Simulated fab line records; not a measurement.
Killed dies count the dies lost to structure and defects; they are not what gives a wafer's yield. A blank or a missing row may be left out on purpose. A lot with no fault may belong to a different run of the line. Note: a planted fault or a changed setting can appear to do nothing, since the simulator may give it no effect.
Struck lot and sound lot, side by side	flow sky130	21 steps out of a route of 708
Sound: the wafers L883.3, L883.4, L883.6. Wafers L889.1, L889.2, L889.6 were the ones struck. The cause is given at the end.
Per side, at each step with rows, come the tool, then ch with its chambers, and then its first start. Under that, the readings that differ: sound wafers	struck wafers	difference of the means	sigmas: that difference in standard deviations of wafers without a fault.
alike: readings whose means differ by less than 2 such deviations, and words and numbers that are the same on both sides. not compared: withheld readings, readings that some wafer has no value for, bounds like >300 that may hide the same value, and numbers for which the record gives no deviation and whose values overlap.
Wherever a step has rows on one side only, a row that says differs or no value, or a row with sigmas, the two part there. Numbers that don't overlap but have no deviation are shown without sigmas and don't part them. A reading that every wafer of one side lacks parts them only if that side has two wafers or more.

first, 1 step without rows for these wafers: SKY_RES_XHIGH_IMPLANT_07.
SKY_RES_XHIGH_STRIP_08: strips in O2/N2.
  sound on plasma-asher-04 ch 0,1, day 26 12:51; struck on plasma-asher-04 ch 0,1, day 29 00:59
  alike: drypump-motor-current-A, oes-product-au, strip-time-to-endpoint-s
  not compared: rf-hours-counter-h
SKY_RES_XHIGH_TW_MEAS_09:
  sound on film-metro-04 at day 26 12:56; struck on film-metro-03 at day 29 01:05
  alike: RES_XHIGH_TW
then, 7 steps without rows for these wafers: SKY_SD_N_DEHYDRATE_00 (time 60 s); SKY_SD_N_HMDS_01 (prime time 60 s); SKY_SD_N_COAT_02 (resist thk 1140 nm); SKY_SD_N_SOFTBAKE_03 (time 60 s); SKY_SD_N_EXPOSE_04 (exposes mask NSDM, target cd 380 nm); SKY_SD_N_PEB_05; SKY_SD_N_DEVELOP_06 (develop time 60 s).
SKY_SD_N_CD_MEAS_07: target cd 380 nm.
  sound on cd-sem-01 at day 27 17:07; struck on cd-sem-02 at day 30 04:23
  alike: cd-nm
SKY_SD_N_OVL_MEAS_08:
  sound on overlay-01 at day 27 17:13; struck on overlay-01 at day 30 04:31
reading	sound	struck	difference	sigmas
SD_N_OVL (nm)	-0.3 -0.6 -2.0	1.5 2.2 2.0	+2.9	+2
SKY_SD_N_IMPLANT_09:
  sound on implanter-01 ch 0, day 27 17:17; struck on implanter-03 ch 0, day 30 04:52
  alike: end-station-pressure-torr
then, 1 step without rows for these wafers: SKY_SD_N_IMPLANT_10.
SKY_SD_N_STRIP_11: strips in O2/N2.
  sound on plasma-asher-02 ch 0,1, day 27 17:34; struck on plasma-asher-02 ch 0,1, day 30 05:10
reading	sound	struck	difference	sigmas
oes-product-au (a.u.)	0.534 0.531 0.530	0.517 0.513 0.507	-0.019	-5
strip-time-to-endpoint-s (s)	22.59 22.54 22.55	23.79 23.77 23.72	+1.20	+30
  alike: drypump-motor-current-A
  not compared: rf-hours-counter-h
SKY_SD_N_TW_MEAS_12:
  sound on film-metro-04 at day 27 17:40; struck on film-metro-02 at day 30 05:19
reading	sound	struck	difference	sigmas
SD_N_TW	3934 3920 3924	4145 4133 4152	+217	+4
then, 1 step without rows for these wafers: SKY_SD_N_CLEAN_13 (cleans in SC1/SC2, time 150 s).
SKY_SD_N_RTA_14: time 2 s.
  sound on rtp-anneal-02 ch 0, day 27 17:49; struck on rtp-anneal-02 ch 0, day 30 05:26
  alike: lamp-power-pct, ramp-up-c-per-s, wafer_temp_C_max
SKY_SD_N_RS_MEAS_16: a four-point-probe measurement.
  sound on film-metro-03 at day 27 18:01; struck on film-metro-04 at day 30 05:36
reading	sound	struck	difference	sigmas
SD_N_RS (ohm/sq)	68.65 68.56 68.66	63.75 63.81 63.96	-4.78	-43
SKY_SD_N_RS_MEAS_17: a four-point-probe measurement.
  sound on film-metro-03 at day 27 18:08; struck on film-metro-04 at day 30 05:43
  alike: SD_P_RS
-- record jumps: 17 days separate the struck wafers' starts on either side; left off in module SD_N, taken up again in module PAD_OPEN, whose first shown step is the route's number 708 --
SKY_PAD_OPEN_PROBE_99:
  sound on prober-02 at day 45 15:20; struck on prober-02 at day 47 09:38
reading	sound	struck	difference	sigmas
model.etest.res-ndiff.line-ohm-um	772 760.4 757.5	653.2 638.8 653.5	-114.8	
model.etest.nfet-g5v0d10v5.r-on-ohm-um	1901 1901 1910	1832 1806 1818	-85	
model.etest.sonos-uncharged.r-on-ohm-um	824.3 827.9 807.1	729 731.8 752.2	-82	
model.etest.nfet_01v8.r-on-ohm-um	843.8 864.9 846.6	788.2 774.9 803	-63.1	
model.etest.nfet_01v8_lvt.drive-ua-um	566.8 554.2 567	613 622.1 604.9	+51	
model.etest.licon-ndiff.rc-ohm	176.9 192.1 183.2	154.9 155.4 161.1	-26.9	
model.etest.sram-nfet-pass.drive-ua-um	472.3 492.8 502.7	523 537.5 522	+38	
model.etest.nfet_01v8.drive-ua-um	494 488.1 496.8	535.8 539.9 526.7	+41.2	
  alike: killed_at_M0_to_M3, killed_at_M4_up, killed-at-contacts, killed-at-front-end, killed-at-other, killed-dies, killed-open, killed-short

WHERE THEY PART
Last at SKY_SD_N_RS_MEAS_16 as far as this record goes, first at SKY_SD_N_OVL_MEAS_08. Later steps at which nothing parts them and some readings are alike: SKY_SD_N_RS_MEAS_17, SKY_PAD_OPEN_PROBE_99.

WHY: what had been put in by the simulator
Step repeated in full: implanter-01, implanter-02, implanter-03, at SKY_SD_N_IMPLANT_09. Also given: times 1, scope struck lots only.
